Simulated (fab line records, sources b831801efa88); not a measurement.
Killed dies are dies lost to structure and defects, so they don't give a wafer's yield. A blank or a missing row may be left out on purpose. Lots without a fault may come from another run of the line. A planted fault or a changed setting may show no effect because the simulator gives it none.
Which tool did it? | flow sfq_line | 16 lots, 48 wafers sampled, at 2 steps of a route of 325

WHAT THE GAUGES READ, wafer by wafer
SFQ_R5_OVL_MEAS_935.
lot  | measured     | on         | R5_OVL (nm)
L279 | day 54 13:49 | overlay-01 | -11 -7 -2
L280 | day 55 01:49 | overlay-02 | 0 6 0
L281 | day 55 12:38 | overlay-01 | -2 -1 0
L282 | day 55 22:14 | overlay-02 | 5 -2 6
L284 | day 56 07:50 | overlay-02 | -2 -6 4
L287 | day 58 13:24 | overlay-02 | 0 -1 1
L288 | day 58 21:48 | overlay-02 | 6 3 4
L289 | day 59 05:01 | overlay-02 | 0 -4 -7
L290 | day 59 12:12 | overlay-01 | -1 -9 -2
L291 | day 60 02:35 | overlay-01 | 55 56 53
L292 | day 60 06:11 | overlay-01 | 41 50 48
L293 | day 60 09:48 | overlay-02 | 39 49 47
L294 | day 62 04:40 | overlay-02 | 44 45 45
L299 | day 64 09:36 | overlay-02 | -3 -6 -11
L300 | day 64 21:36 | overlay-01 | -8 -10 -10
L301 | day 64 22:47 | overlay-02 | -5 0 -3

WHICH TOOL RAN EACH LOT (tool, then ch and the chambers of the sampled wafers, then the start)
lot  | SFQ_TRILAYER_R5_LITHO_EXPOSE_137
L279 | krf_scanner-01 ch 0, day 54 12:19
L280 | krf_scanner-01 ch 0, day 55 00:19
L281 | krf_scanner-01 ch 0, day 55 11:19
L282 | krf_scanner-01 ch 0, day 55 21:19
L284 | krf_scanner-01 ch 0, day 56 06:43
L287 | krf_scanner-02 ch 0, day 58 12:17
L288 | krf_scanner-02 ch 0, day 58 20:29
L289 | krf_scanner-02 ch 0, day 59 04:05
L290 | krf_scanner-02 ch 0, day 59 10:53
L291 | krf_scanner-02 ch 0, day 60 01:05
L292 | krf_scanner-02 ch 0, day 60 04:41
L293 | krf_scanner-02 ch 0, day 60 08:41
L294 | krf_scanner-02 ch 0, day 62 03:10
L299 | krf_scanner-01 ch 0, day 64 08:17
L300 | krf_scanner-01 ch 0, day 64 20:17
L301 | krf_scanner-01 ch 0, day 64 21:17
- SFQ_TRILAYER_R5_LITHO_EXPOSE_137: exposes mask R5, target cd 500 nm.

WHAT THE TOOLS THEMSELVES READ (means of the sampled wafers that have a number; where no wafer has one, the mark that the record gives instead)
The record holds no such reading with a usual standard deviation.

THE ANSWER, worked out from the rows above alone
Rule: what is usual is taken from the lots themselves. Put in order of their means at a reading, lots are off if they are a third of the lots or fewer, leave a main group of 4 or more, and stand apart from it by a gap of 3 or more times the standard deviation of the main group's means; of several such gaps the widest counts. A main group whose means are all the same, to the digits that the tables above print for the reading, isn't used. A lot without any number at a reading at which 4 lots or more have one is off too. The other lots that the step has rows for count as sound. The gauges are gone through in route order, then the tools' own readings, and for those a lot's mean is taken as printed above. The first step at which some lot is off is used, and at that step the reading that is off furthest; a lot without a number counts as furthest.
Off: L291, L292, L293, L294, at SFQ_R5_OVL_MEAS_935 (R5_OVL). The main group: mean -2 nm, standard deviation 4.
A tool fits if, at a process step before that reading, it ran every lot that is off, and no sound lot after the first of them. The gauges at SFQ_R5_OVL_MEAS_935 are tried like those tools. One fits: krf_scanner-02 at SFQ_TRILAYER_R5_LITHO_EXPOSE_137. Its last sound lot is L290 (day 59 10:53), its first lot that is off L291 (day 60 01:05): a fault that began between those two fits.

WHAT THE SIMULATOR HAD PUT IN
Scanner matching overlay: krf_scanner-02, from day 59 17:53 on, at SFQ_TRILAYER_R5_LITHO_EXPOSE_137. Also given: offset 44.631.
Lots struck among those shown: L291, L292, L293, L294. The rule above found the same.
